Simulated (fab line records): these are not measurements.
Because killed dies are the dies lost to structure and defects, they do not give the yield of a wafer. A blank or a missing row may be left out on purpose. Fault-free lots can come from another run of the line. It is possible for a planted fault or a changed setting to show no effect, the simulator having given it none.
Matching of chambers | flow sky130 | SKY_LI_CONTACT_CMP_24 on cmp-01: 4 sister chambers
The step polishes, stops on PSG, t overpolish 20 s, target thk 0 nm. 8 wafers are shown with their chamber, then 12 later ones without.

## WAFERS, EACH WITH ITS CHAMBER
wafer  | chamber | motor-current-A (A) | time-to-endpoint-s (s)
L081.4 | 1       | 11.5                | 101
L085.2 | 2       | 10.6                | 103
L085.5 | 0       | 11.1                | 99
L086.2 | 0       | 11.5                | 95
L086.4 | 1       | 11.0                | 100
L087.3 | 3       | 11.4                | 94
L087.4 | 2       | 11.0                | 96
L087.6 | 3       | 11.3                | 97

## WAFERS WITH NO CHAMBER GIVEN
wafer  | motor-current-A (A) | time-to-endpoint-s (s)
L090.2 | 11.9                | 95
L090.5 | 11.4                | 100
L090.6 | 12.0                | 100
L094.3 | 11.6                | 95
L094.4 | 11.4                | 99
L094.5 | 11.3                | 94
L095.1 | 11.3                | 95
L095.4 | 10.3                | 99
L095.5 | 12.0                | 93
L096.1 | 11.9                | 93
L096.2 | 11.0                | 99
L096.3 | 11.0                | 95

## WHICH CHAMBER EACH WENT THROUGH
wafer  | from the rows above               | in truth
L090.2 | can't be placed: 3 or 0 or 1      | 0
L090.5 | can't be placed: 1 or 0 or 3 or 2 | 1
L090.6 | can't be placed: 0 or 1 or 3 or 2 | 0
L094.3 | can't be placed: 3 or 0 or 1      | 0
L094.4 | can't be placed: 1 or 0 or 3 or 2 | 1
L094.5 | can't be placed: 3 or 0 or 1      | 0
L095.1 | can't be placed: 3 or 0 or 1      | 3
L095.4 | can't be placed: 2 or 1 or 0      | 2
L095.5 | can't be placed: 3 or 0 or 1      | 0
L096.1 | can't be placed: 3 or 0 or 1      | 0
L096.2 | can't be placed: 2 or 1 or 0 or 3 | 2
L096.3 | can't be placed: 0 or 3 or 2 or 1 | 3
Placed correctly: 0 of 12. Can't be placed from these rows: 12 (the true chamber is among the candidates in 12). Wrongly placed: 0.
How it was worked out, from the rows above alone: a wafer's distance from a chamber is the root of the sum, over the readings, of the square of ((its reading less the chamber's mean) divided by the reading's scatter). If the next closest chamber is less than 2 further off than the closest, the wafer can't be placed; otherwise it belongs to the closest. A chamber's mean is the mean of its shown wafers. The scatter is the square root of a quotient: the sum, over the shown wafers, of each reading's squared deviation from its chamber's mean, divided by wafers minus chambers.
